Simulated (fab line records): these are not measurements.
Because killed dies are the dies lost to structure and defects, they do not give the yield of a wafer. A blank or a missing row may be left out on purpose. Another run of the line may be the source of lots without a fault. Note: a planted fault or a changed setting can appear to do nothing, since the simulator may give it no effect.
fab line records	flow gf180mcu
record: lots: 24	wafers: 72	last-day: 34
route steps=602 shown M2@376 M3@426 V3@451 M4@473 PASSIVATION@601
lots untouched by any fault: they come from a run of this same line in which no faults occurred
start-h: hours from the record's opening day to when the first of the lot's shown wafers began	wait-h: hours elapsed since this lot's preceding step	" repeats the value in the row above	L1.1+2: one row covering several wafers at once	- either no value or no given start	* or withheld: withheld	< > ~ a bound
route shown NAME@n: NAME is a module with steps in the file, n the number in the route of the first one	usual: mean/standard deviation taken from wafers without a fault	same: alike in all rows	chamber/n: place in a boat	sites: the reading at each site	_std_site: standard deviation across them	_edge_site: mean of outer sites minus mean of inner sites	radius-mm: how far each site lies from the wafer's centre	mask NAME#n: copy n	behind: the last tool/chamber to shape the wafer	hold: what put the lot on hold/how long, in hours/how the hold closed	device: which transistor (n, p or np) failed to switch	end of line: at the end of the route, the tests of the same wafers	a step with no rows: only its recipe	killed: dies that structure and defects cost at the first sort, which is not the same as the wafer's yield	map: a wafer's dies, marking killed ones x, the rest . and places with no die _
set.NAME: setting as actually run; set.NAME@STEP: the setting as run at that earlier step	model.NAME: the simulator's own value behind a step, which no gauge read
one table for each step of the route and one row for each wafer, over a sample of lots
services: from which hour (start-h, from the record's first day; less than 0 if before it) a tool's chamber was out of use, for how many hours, and why
== steps ==
step: GF_M2_CD_MEAS_14
recipe: target-cd-nm: 280
usual: cd-nm: 279.8/1.4
lot.wafer	tool	chamber	start-h	wait-h	cd-nm
L074.1	cd-sem-01	-	435.77	0.1	279.3
L074.2	"	-	"	"	279.9
L074.6	"	-	"	"	279.8
L075.1	cd-sem-01	-	444.07	0.1	280.3
L075.2	"	-	"	"	279.6
L075.4	"	-	"	"	280.0
L076.2	cd-sem-02	-	451.41	0.1	279.7
L076.3	"	-	"	"	279.2
L076.4	"	-	"	"	281.0
L077.1	cd-sem-01	-	463.72	0.1	280.1
L077.2	"	-	"	"	282.4
L077.3	"	-	"	"	282.6
L078.4	cd-sem-02	-	483.65	0.1	278.1
L078.5	"	-	"	"	279.3
L078.6	"	-	"	"	279.4
L079.1	cd-sem-02	-	489.87	0.1	281.3
L079.4	"	-	"	"	283.3
L079.5	"	-	"	"	283.0
L080.2	cd-sem-02	-	496.86	0.1	279.9
L080.5	"	-	"	"	279.9
L080.6	"	-	"	"	279.8
L081.2	cd-sem-01	-	504.21	0.1	279.7
L081.3	"	-	"	"	278.7
L081.4	"	-	"	"	279.9
L082.1	cd-sem-02	-	513.02	0.1	278.0
L082.3	"	-	"	"	279.7
L082.6	"	-	"	"	278.0
L083.1	cd-sem-01	-	529.17	0.1	281.5
L083.4	"	-	"	"	280.3
L083.5	"	-	"	"	280.7
L084.2	cd-sem-01	-	537.90	0.1	276.8
L084.5	"	-	"	"	277.8
L084.6	"	-	"	"	278.6
L085.1	cd-sem-01	-	545.27	0.1	280.4
L085.5	"	-	"	"	281.0
L085.6	"	-	"	"	282.1
L086.1	cd-sem-01	-	552.09	0.1	280.0
L086.4	"	-	"	"	278.4
L086.5	"	-	"	"	278.8
L087.2	cd-sem-02	-	557.39	0.1	281.8
L087.3	"	-	"	"	281.3
L087.4	"	-	"	"	280.8
L088.3	cd-sem-01	-	557.93	0.1	278.7
L088.4	"	-	"	"	279.0
L088.6	"	-	"	"	279.5
L089.1	cd-sem-02	-	572.17	0.1	282.0
L089.2	"	-	"	"	281.1
L089.6	"	-	"	"	279.7
L090.2	cd-sem-02	-	576.69	0.1	276.7
L090.5	"	-	"	"	276.6
L090.6	"	-	"	"	275.9
L091.1	cd-sem-02	-	585.67	0.1	280.2
L091.4	"	-	"	"	281.2
L091.5	"	-	"	"	280.5
L092.3	cd-sem-02	-	591.21	0.1	279.0
L092.5	"	-	"	"	278.8
L092.6	"	-	"	"	277.7
L093.2	cd-sem-02	-	595.70	0.1	279.6
L093.3	"	-	"	"	280.2
L093.5	"	-	"	"	280.1
L094.2	cd-sem-02	-	602.61	0.1	281.4
L094.5	"	-	"	"	280.1
L094.6	"	-	"	"	281.0
L095.1	cd-sem-02	-	612.42	0.1	279.8
L095.2	"	-	"	"	280.6
L095.3	"	-	"	"	281.6
L096.3	cd-sem-02	-	616.91	0.1	278.5
L096.4	"	-	"	"	278.3
L096.6	"	-	"	"	278.1
L097.1	cd-sem-02	-	628.19	0.1	279.3
L097.4	"	-	"	"	278.1
L097.6	"	-	"	"	278.6
step: GF_M2_OVL_MEAS_15
usual: M2_OVL: 3/6.1
lot.wafer	tool	chamber	start-h	wait-h	M2_OVL[nm]
L074.1	overlay-01	-	435.89	0.1	3
L074.2	"	-	"	"	0
L074.6	"	-	"	"	-5
L075.1	overlay-01	-	444.19	0.1	11
L075.2	"	-	"	"	-7
L075.4	"	-	"	"	4
L076.2	overlay-01	-	451.52	0.1	4
L076.3	"	-	"	"	3
L076.4	"	-	"	"	11
L077.1	overlay-02	-	463.84	0.1	-1
L077.2	"	-	"	"	-3
L077.3	"	-	"	"	-7
L078.4	overlay-01	-	483.73	0.1	5
L078.5	"	-	"	"	-1
L078.6	"	-	"	"	7
L079.1	overlay-02	-	489.99	0.1	-2
L079.4	"	-	"	"	3
L079.5	"	-	"	"	4
L080.2	overlay-02	-	496.97	0.1	7
L080.5	"	-	"	"	9
L080.6	"	-	"	"	11
L081.2	overlay-02	-	504.32	0.1	6
L081.3	"	-	"	"	-1
L081.4	"	-	"	"	5
L082.1	overlay-02	-	513.14	0.1	10
L082.3	"	-	"	"	4
L082.6	"	-	"	"	8
L083.1	overlay-02	-	529.29	0.1	9
L083.4	"	-	"	"	9
L083.5	"	-	"	"	18
L084.2	overlay-01	-	538.00	0.1	-1
L084.5	"	-	"	"	4
L084.6	"	-	"	"	-2
L085.1	overlay-01	-	545.39	0.1	6
L085.5	"	-	"	"	4
L085.6	"	-	"	"	10
L086.1	overlay-01	-	552.21	0.1	9
L086.4	"	-	"	"	2
L086.5	"	-	"	"	11
L087.2	overlay-02	-	557.50	0.1	0
L087.3	"	-	"	"	-14
L087.4	"	-	"	"	2
L088.3	overlay-01	-	558.02	0.1	10
L088.4	"	-	"	"	-5
L088.6	"	-	"	"	8
L089.1	overlay-01	-	572.29	0.1	10
L089.2	"	-	"	"	3
L089.6	"	-	"	"	0
L090.2	overlay-01	-	576.80	0.1	6
L090.5	"	-	"	"	12
L090.6	"	-	"	"	7
L091.1	overlay-01	-	585.79	0.1	9
L091.4	"	-	"	"	2
L091.5	"	-	"	"	14
L092.3	overlay-02	-	591.30	0.1	2
L092.5	"	-	"	"	-1
L092.6	"	-	"	"	8
L093.2	overlay-01	-	595.80	0.1	-4
L093.3	"	-	"	"	7
L093.5	"	-	"	"	5
L094.2	overlay-01	-	602.72	0.1	-3
L094.5	"	-	"	"	1
L094.6	"	-	"	"	-7
L095.1	overlay-02	-	612.54	0.1	-7
L095.2	"	-	"	"	5
L095.3	"	-	"	"	-5
L096.3	overlay-02	-	617.00	0.1	2
L096.4	"	-	"	"	10
L096.6	"	-	"	"	16
L097.1	overlay-02	-	628.31	0.1	2
L097.4	"	-	"	"	9
L097.6	"	-	"	"	14
step: GF_M3_STRIP_17
recipe: chemistry: O2/N2	power-w: 1400	pressure-mtorr: 1500	platen-temp-c: 250	o2-flow-sccm: 3000	n2-flow-sccm: 300	overash-fraction: 0.5
usual: drypump-motor-current-A: 5.52/0.29	heater-power-w: 331/33	o2-flow-sccm: 2999/9.1	oes-product-au: 0.559/0.0048	strip-time-to-endpoint-s: 7.89/0.047
lot.wafer	tool	chamber	start-h	wait-h	drypump-motor-current-A	heater-power-w	o2-flow-sccm	oes-product-au	rf-hours-counter-h	strip-time-to-endpoint-s
L074.1	plasma-asher-03	1	487.64	0.1	5.75	304	3016	0.560	38	7.90
L074.2	"	0	"	"	5.43	359	3002	0.555	38	7.88
L074.6	"	1	"	"	5.73	308	3001	0.555	-	7.90
L075.1	plasma-asher-01	0	496.24	0.2	4.98	273	3002	0.558	87	7.85
L075.2	"	1	"	"	6.02	298	3001	0.554	87	7.82
L075.4	"	0	"	"	4.98	276	3001	0.563	-	7.85
L076.2	plasma-asher-01	0	502.51	0.1	4.99	270	2992	0.564	88	7.87
L076.3	"	0	"	"	4.98	270	2990	0.562	-	7.89
L076.4	"	1	"	"	6.08	319	2997	0.556	-	7.97
L077.1	plasma-asher-02	0	514.78	0.1	5.53	368	3009	0.562	74	7.93
L077.2	"	1	"	"	5.26	361	3008	0.555	74	7.96
L077.3	"	0	"	"	5.55	358	2998	0.562	-	7.91
L078.4	plasma-asher-03	0	532.98	0.1	5.47	355	2991	0.555	-	7.86
L078.5	"	0	"	"	5.45	360	2990	0.557	-	7.83
L078.6	"	1	"	"	5.71	294	2990	0.553	-	7.87
L079.1	plasma-asher-03	1	539.81	0.1	5.72	314	3002	0.556	44	7.86
L079.4	"	1	"	"	5.72	308	3027	0.555	-	7.92
L079.5	"	1	"	"	5.71	308	3019	0.558	-	7.91
L080.2	plasma-asher-03	1	546.56	0.1	5.70	303	2998	0.553	45	7.81
L080.5	"	1	"	"	5.73	307	2989	0.552	-	7.83
L080.6	"	0	"	"	5.41	357	2984	0.561	-	7.88
L081.2	plasma-asher-03	0	552.71	0.1	5.47	360	3014	0.558	46	7.91
L081.3	"	1	"	"	5.72	305	2986	0.567	-	7.97
L081.4	"	0	"	"	5.45	358	3006	0.560	-	7.90
L082.1	plasma-asher-02	0	561.61	0.1	5.55	377	3006	0.562	79	7.97
L082.3	"	1	"	"	5.20	368	2996	0.559	-	7.86
L082.6	"	1	"	"	5.19	352	2998	0.557	-	7.94
L083.1	plasma-asher-02	0	577.11	0.2	5.58	366	3004	0.563	81	7.90
L083.4	"	1	"	"	5.16	359	2983	0.558	-	7.84
L083.5	"	1	"	"	5.24	351	2987	0.562	-	7.85
L084.2	plasma-asher-02	1	585.56	0.1	5.23	353	3000	0.557	81	7.90
L084.5	"	0	"	"	5.54	363	2994	0.563	-	7.87
L084.6	"	1	"	"	5.22	364	3010	0.559	-	7.89
L085.1	plasma-asher-01	1	591.82	0.2	6.06	307	2987	0.560	97	7.87
L085.5	"	0	"	"	4.99	276	2990	0.568	-	7.90
L085.6	"	1	"	"	6.06	308	2998	0.554	-	7.86
L086.1	plasma-asher-03	1	600.54	0.1	5.69	309	2998	0.556	51	7.82
L086.4	"	0	"	"	5.46	345	2985	0.564	-	7.81
L086.5	"	0	"	"	5.45	360	2996	0.551	-	7.83
L087.2	plasma-asher-03	1	603.92	0.1	5.68	303	3013	0.552	51	7.84
L087.3	"	1	"	"	5.67	296	3008	0.553	-	7.82
L087.4	"	0	"	"	5.46	356	3008	0.557	-	7.84
L088.3	plasma-asher-01	0	604.19	0.1	5.00	277	3004	0.560	-	7.87
L088.4	"	1	"	"	6.04	310	2995	0.558	-	7.90
L088.6	"	0	"	"	4.97	277	3016	0.557	-	7.94
L089.1	plasma-asher-03	0	617.33	0.1	5.43	358	3010	0.560	53	8.01
L089.2	"	1	"	"	5.73	311	2993	0.559	53	7.96
L089.6	"	0	"	"	5.41	363	2995	0.565	-	7.98
L090.2	plasma-asher-03	0	621.56	0.1	5.43	354	3016	0.556	53	7.97
L090.5	"	0	"	"	5.46	363	2992	0.557	-	7.94
L090.6	"	1	"	"	5.70	317	2978	0.557	-	7.89
L091.1	plasma-asher-02	1	630.48	0.1	5.20	352	2997	0.553	86	7.93
L091.4	"	0	"	"	5.56	368	2997	0.574	-	7.95
L091.5	"	0	"	"	5.57	368	2987	0.566	-	7.99
L092.3	plasma-asher-03	0	635.73	0.1	5.44	361	3000	0.564	-	7.96
L092.5	"	1	"	"	5.69	299	2990	0.559	-	7.98
L092.6	"	0	"	"	5.44	363	2997	0.571	-	7.96
L093.2	plasma-asher-03	1	640.26	0.1	5.72	302	3008	0.563	55	7.86
L093.3	"	0	"	"	5.44	360	3004	0.558	-	7.87
L093.5	"	1	"	"	5.70	309	3005	0.564	-	7.87
L094.2	plasma-asher-03	1	646.39	0.1	5.71	302	3001	0.563	56	7.86
L094.5	"	1	"	"	5.72	309	2998	0.553	-	7.90
L094.6	"	0	"	"	5.42	362	3019	0.557	-	7.92
L095.1	plasma-asher-03	1	656.26	0.1	5.74	307	3005	0.557	57	7.91
L095.2	"	0	"	"	5.43	352	2993	0.556	57	7.87
L095.3	"	0	"	"	5.45	357	2987	0.552	-	7.91
L096.3	plasma-asher-02	1	660.46	0.1	5.19	356	2993	0.553	-	7.89
L096.4	"	0	"	"	5.56	359	3012	0.556	-	7.87
L096.6	"	0	"	"	5.55	366	3004	0.566	-	7.88
L097.1	plasma-asher-01	1	670.38	0.1	6.04	308	2998	0.555	103	7.84
L097.4	"	1	"	"	6.04	306	2997	0.563	-	7.90
L097.6	"	1	"	"	6.06	299	2993	0.551	-	7.88
step: GF_V3_SPUTTER_22
recipe: material: TiN	target-thk-nm: 10	chamber-pressure-pa: 5	power-w: 4000	time-s: 40
usual: throttle-valve-pct: 30.2/0.68
lot.wafer	tool	chamber	start-h	wait-h	throttle-valve-pct
L074.1	pvd-sputter-01	-	513.57	0.0	30.5
L074.2	"	-	"	"	29.6
L074.6	"	-	"	"	29.8
L075.1	pvd-sputter-04	-	521.75	0.0	31.1
L075.2	"	-	"	"	32.1
L075.4	"	-	"	"	30.8
L076.2	pvd-sputter-04	-	528.34	0.0	30.9
L076.3	"	-	"	"	32.2
L076.4	"	-	"	"	31.1
L077.1	pvd-sputter-01	-	539.60	0.0	29.8
L077.2	"	-	"	"	30.1
L077.3	"	-	"	"	30.7
L078.4	pvd-sputter-02	-	556.66	0.0	29.9
L078.5	"	-	"	"	29.5
L078.6	"	-	"	"	29.7
L079.1	pvd-sputter-02	-	564.16	0.0	29.5
L079.4	"	-	"	"	29.2
L079.5	"	-	"	"	29.4
L080.2	pvd-sputter-01	-	571.10	0.0	29.8
L080.5	"	-	"	"	29.6
L080.6	"	-	"	"	30.3
L081.2	pvd-sputter-01	-	578.25	0.0	30.2
L081.3	"	-	"	"	29.7
L081.4	"	-	"	"	29.8
L082.1	pvd-sputter-01	-	585.25	0.0	30.0
L082.3	"	-	"	"	30.0
L082.6	"	-	"	"	29.6
L083.1	pvd-sputter-01	-	600.23	0.0	30.0
L083.4	"	-	"	"	29.5
L083.5	"	-	"	"	30.4
L084.2	pvd-sputter-04	-	608.75	0.0	30.5
L084.5	"	-	"	"	31.0
L084.6	"	-	"	"	31.8
L085.1	pvd-sputter-01	-	615.53	0.0	30.5
L085.5	"	-	"	"	30.4
L085.6	"	-	"	"	30.4
L086.1	pvd-sputter-01	-	623.78	0.0	29.7
L086.4	"	-	"	"	29.9
L086.5	"	-	"	"	30.0
L087.2	pvd-sputter-02	-	625.94	0.0	29.9
L087.3	"	-	"	"	29.4
L087.4	"	-	"	"	29.5
L088.3	pvd-sputter-02	-	626.64	0.0	29.7
L088.4	"	-	"	"	30.3
L088.6	"	-	"	"	29.2
L089.1	pvd-sputter-02	-	639.02	0.0	29.3
L089.2	"	-	"	"	29.1
L089.6	"	-	"	"	29.2
L090.2	pvd-sputter-04	-	643.60	0.0	30.6
L090.5	"	-	"	"	30.7
L090.6	"	-	"	"	30.8
L091.1	pvd-sputter-04	-	652.94	0.0	30.9
L091.4	"	-	"	"	30.7
L091.5	"	-	"	"	32.1
L092.3	pvd-sputter-02	-	657.82	0.0	30.3
L092.5	"	-	"	"	29.4
L092.6	"	-	"	"	29.9
L093.2	pvd-sputter-02	-	661.97	0.0	29.9
L093.3	"	-	"	"	29.3
L093.5	"	-	"	"	29.9
L094.2	pvd-sputter-04	-	668.09	0.0	32.1
L094.5	"	-	"	"	31.8
L094.6	"	-	"	"	30.9
L095.1	pvd-sputter-01	-	677.40	0.0	30.5
L095.2	"	-	"	"	29.9
L095.3	"	-	"	"	30.3
L096.3	pvd-sputter-01	-	680.92	0.0	30.0
L096.4	"	-	"	"	30.2
L096.6	"	-	"	"	29.7
L097.1	pvd-sputter-01	-	691.29	0.0	30.3
L097.4	"	-	"	"	30.1
L097.6	"	-	"	"	30.4
step: GF_M4_STRIP_17
recipe: chemistry: O2/N2	power-w: 1400	pressure-mtorr: 1500	platen-temp-c: 250	o2-flow-sccm: 3000	n2-flow-sccm: 300	overash-fraction: 0.5
usual: drypump-motor-current-A: 5.7/0.51	heater-power-w: 349/28	o2-flow-sccm: 3000/9	oes-product-au: 0.558/0.0046	strip-time-to-endpoint-s: 7.88/0.045
lot.wafer	tool	chamber	start-h	wait-h	drypump-motor-current-A	heater-power-w	o2-flow-sccm	oes-product-au	rf-hours-counter-h	strip-time-to-endpoint-s
L074.1	plasma-asher-04	1	537.44	0.1	5.5	331	3003	0.551	11	7.86
L074.2	"	0	"	"	6.4	373	2998	0.561	11	7.89
L074.6	"	0	"	"	6.4	374	2998	0.559	-	7.87
L075.1	plasma-asher-04	0	546.05	0.1	6.5	372	2996	0.547	12	7.84
L075.2	"	1	"	"	5.5	324	3000	0.558	12	7.89
L075.4	"	0	"	"	6.5	374	3018	0.562	-	7.84
L076.2	plasma-asher-01	1	551.39	0.1	6.0	308	2994	0.557	93	7.90
L076.3	"	1	"	"	6.1	313	2997	0.556	-	7.89
L076.4	"	0	"	"	5.0	272	3008	0.555	-	7.94
L077.1	plasma-asher-02	1	562.54	0.1	5.2	372	3009	0.556	79	7.87
L077.2	"	0	"	"	5.5	371	2989	0.556	79	7.90
L077.3	"	0	"	"	5.5	366	2988	0.553	-	7.84
L078.4	plasma-asher-04	0	580.09	0.1	6.4	379	2995	0.555	-	7.88
L078.5	"	0	"	"	6.5	378	3012	0.560	-	7.88
L078.6	"	1	"	"	5.5	335	2984	0.557	-	7.83
L079.1	plasma-asher-04	1	587.00	0.2	5.5	337	2998	0.557	16	7.83
L079.4	"	1	"	"	5.5	334	2998	0.559	-	7.83
L079.5	"	1	"	"	5.5	329	2995	0.566	-	7.86
L080.2	plasma-asher-02	0	593.29	0.1	5.6	371	3002	0.558	83	7.88
L080.5	"	0	"	"	5.5	377	2997	0.559	-	7.90
L080.6	"	1	"	"	5.2	361	2986	0.564	-	7.90
L081.2	plasma-asher-04	0	601.01	0.1	6.5	376	2993	0.559	17	7.92
L081.3	"	0	"	"	6.5	365	2981	0.561	-	7.94
L081.4	"	1	"	"	5.5	333	2997	0.565	-	7.95
L082.1	plasma-asher-04	0	606.69	0.1	6.5	370	3003	0.556	18	7.84
L082.3	"	1	"	"	5.5	339	2995	0.560	-	7.84
L082.6	"	0	"	"	6.5	372	2994	0.562	-	7.87
L083.1	plasma-asher-02	1	622.54	0.1	5.2	357	3005	0.558	86	7.93
L083.4	"	1	"	"	5.2	357	3005	0.561	-	7.94
L083.5	"	0	"	"	5.6	362	2987	0.562	-	7.90
L084.2	plasma-asher-04	1	630.84	0.1	5.5	336	3009	0.555	20	7.88
L084.5	"	0	"	"	6.5	378	2999	0.557	-	7.87
L084.6	"	1	"	"	5.5	331	2992	0.555	-	7.87
L085.1	plasma-asher-04	0	636.71	0.1	6.5	376	2997	0.560	21	7.84
L085.5	"	0	"	"	6.5	371	2990	0.551	-	7.86
L085.6	"	1	"	"	5.5	339	3010	0.555	-	7.92
L086.1	plasma-asher-02	1	643.94	0.1	5.2	357	2999	0.558	88	7.93
L086.4	"	1	"	"	5.2	363	3001	0.556	-	7.82
L086.5	"	0	"	"	5.6	365	3004	0.562	-	7.85
L087.2	plasma-asher-02	0	646.74	0.1	5.6	365	3005	0.551	88	7.82
L087.3	"	0	"	"	5.6	371	2994	0.551	-	7.85
L087.4	"	1	"	"	5.2	355	2994	0.555	-	7.85
L088.3	plasma-asher-04	0	647.64	0.1	6.5	373	3007	0.554	-	7.76
L088.4	"	1	"	"	5.5	320	3000	0.559	-	7.95
L088.6	"	0	"	"	6.5	380	3000	0.565	-	7.87
L089.1	plasma-asher-01	0	659.99	0.1	5.0	281	2995	0.558	103	7.88
L089.2	"	1	"	"	6.1	306	2994	0.564	103	7.93
L089.6	"	1	"	"	6.1	309	2997	0.559	-	7.92
L090.2	plasma-asher-04	1	664.16	0.1	5.5	328	3008	0.556	24	7.90
L090.5	"	0	"	"	6.5	374	2990	0.556	-	7.90
L090.6	"	1	"	"	5.5	341	3020	0.552	-	7.86
L091.1	plasma-asher-02	1	674.09	0.1	5.2	363	2985	0.551	92	7.80
L091.4	"	1	"	"	5.2	359	2999	0.560	-	7.96
L091.5	"	1	"	"	5.3	369	2981	0.568	-	7.95
L092.3	plasma-asher-04	0	678.07	0.1	6.5	370	2995	0.549	-	7.86
L092.5	"	0	"	"	6.5	374	3003	0.558	-	7.82
L092.6	"	1	"	"	5.5	335	3021	0.555	-	7.87
L093.2	plasma-asher-01	0	681.69	0.1	5.0	271	3009	0.557	105	7.79
L093.3	"	1	"	"	6.0	307	3014	0.556	-	7.90
L093.5	"	1	"	"	6.1	292	3018	0.556	-	7.95
L094.2	plasma-asher-04	0	687.90	0.1	6.5	376	3002	0.562	27	7.95
L094.5	"	1	"	"	5.5	342	2998	0.561	-	7.95
L094.6	"	0	"	"	6.5	368	2999	0.562	-	7.89
L095.1	plasma-asher-02	1	696.74	0.1	5.2	364	2980	0.552	94	7.82
L095.2	"	0	"	"	5.5	366	3001	0.554	94	7.89
L095.3	"	1	"	"	5.2	358	2991	0.555	-	7.89
L096.3	plasma-asher-04	0	700.54	0.1	6.5	378	3006	0.557	-	7.87
L096.4	"	1	"	"	5.5	332	2994	0.559	-	7.85
L096.6	"	1	"	"	5.5	334	3003	0.560	-	7.87
L097.1	plasma-asher-02	1	711.27	0.2	5.3	360	2999	0.556	96	7.88
L097.4	"	0	"	"	5.6	374	2997	0.556	-	7.82
L097.6	"	0	"	"	5.6	361	3003	0.554	-	7.83
step: GF_PASSIVATION_BOW_MEAS_14
recipe: mode: bow
usual: PASSIVATION_BOW: 135/11
lot.wafer	tool	chamber	start-h	wait-h	PASSIVATION_BOW[um]
L074.1	film-metro-04	-	672.26	0.0	148
L074.2	"	-	"	"	139
L074.6	"	-	"	"	158
L075.1	film-metro-02	-	677.76	0.0	136
L075.2	"	-	"	"	141
L075.4	"	-	"	"	124
L076.2	film-metro-02	-	684.77	0.0	129
L076.3	"	-	"	"	119
L076.4	"	-	"	"	130
L077.1	film-metro-01	-	693.80	0.0	142
L077.2	"	-	"	"	146
L077.3	"	-	"	"	138
L078.4	film-metro-02	-	707.76	0.1	136
L078.5	"	-	"	"	135
L078.6	"	-	"	"	137
L079.1	film-metro-02	-	715.43	0.0	119
L079.4	"	-	"	"	121
L079.5	"	-	"	"	125
L080.2	film-metro-02	-	719.20	0.0	136
L080.5	"	-	"	"	137
L080.6	"	-	"	"	132
L081.2	film-metro-04	-	726.50	0.0	135
L081.3	"	-	"	"	145
L081.4	"	-	"	"	148
L082.1	film-metro-01	-	732.15	0.0	151
L082.3	"	-	"	"	140
L082.6	"	-	"	"	141
L083.1	film-metro-04	-	743.71	0.0	140
L083.4	"	-	"	"	133
L083.5	"	-	"	"	131
L084.2	film-metro-02	-	752.72	0.0	127
L084.5	"	-	"	"	131
L084.6	"	-	"	"	134
L085.1	film-metro-04	-	757.38	0.0	129
L085.5	"	-	"	"	135
L085.6	"	-	"	"	135
L086.1	film-metro-04	-	761.60	0.0	118
L086.4	"	-	"	"	125
L086.5	"	-	"	"	123
L087.2	film-metro-01	-	764.33	0.0	140
L087.3	"	-	"	"	126
L087.4	"	-	"	"	128
L088.3	film-metro-02	-	765.27	0.0	127
L088.4	"	-	"	"	128
L088.6	"	-	"	"	121
L089.1	film-metro-01	-	776.46	0.0	141
L089.2	"	-	"	"	144
L089.6	"	-	"	"	141
L090.2	film-metro-02	-	779.23	0.0	143
L090.5	"	-	"	"	149
L090.6	"	-	"	"	144
L091.1	film-metro-02	-	787.56	0.0	134
L091.4	"	-	"	"	128
L091.5	"	-	"	"	148
L092.3	film-metro-02	-	791.97	0.0	153
L092.5	"	-	"	"	163
L092.6	"	-	"	"	171
L093.2	film-metro-02	-	795.46	0.0	139
L093.3	"	-	"	"	138
L093.5	"	-	"	"	141
L094.2	film-metro-02	-	798.68	0.0	132
L094.5	"	-	"	"	128
L094.6	"	-	"	"	125
L095.1	film-metro-04	-	806.59	0.0	142
L095.2	"	-	"	"	132
L095.3	"	-	"	"	137
L096.3	film-metro-04	-	809.54	0.1	140
L096.4	"	-	"	"	135
L096.6	"	-	"	"	133
L097.1	film-metro-02	-	816.81	0.0	135
L097.4	"	-	"	"	114
L097.6	"	-	"	"	146
== services ==
tool	chamber	start-h	hours	kind
plasma-asher-04	-	499.36	1.5	repair
pvd-sputter-01	-	526.01	9.5	repair
pvd-sputter-04	-	549.83	3.3	repair
plasma-asher-04	-	566.91	0.7	repair
pvd-sputter-04	-	571.33	2.6	repair
plasma-asher-02	-	579.63	3.3	repair
plasma-asher-01	-	588.10	2.2	repair
plasma-asher-03	-	589.90	2.8	repair
pvd-sputter-01	-	597.20	0.5	repair
plasma-asher-02	-	600.10	4.6	repair
pvd-sputter-01	2	605.09	-	consumable-replace:kit
pvd-sputter-01	2	605.09	18.0	scheduled-down
pvd-sputter-01	2	605.09	18.0	vent-cycle
plasma-asher-04	-	609.89	2.0	repair
plasma-asher-03	-	611.21	0.6	repair
pvd-sputter-04	3	618.31	-	consumable-replace:kit
pvd-sputter-04	3	618.31	18.0	scheduled-down
pvd-sputter-04	3	618.31	18.0	vent-cycle
plasma-asher-01	-	636.01	14.6	pm
pvd-sputter-02	-	640.35	9.7	repair
pvd-sputter-04	-	650.03	1.9	repair
plasma-asher-01	-	663.79	3.2	repair
pvd-sputter-02	3	686.29	-	consumable-replace:kit
pvd-sputter-01	-	692.24	1.7	repair
== key ==
fault none
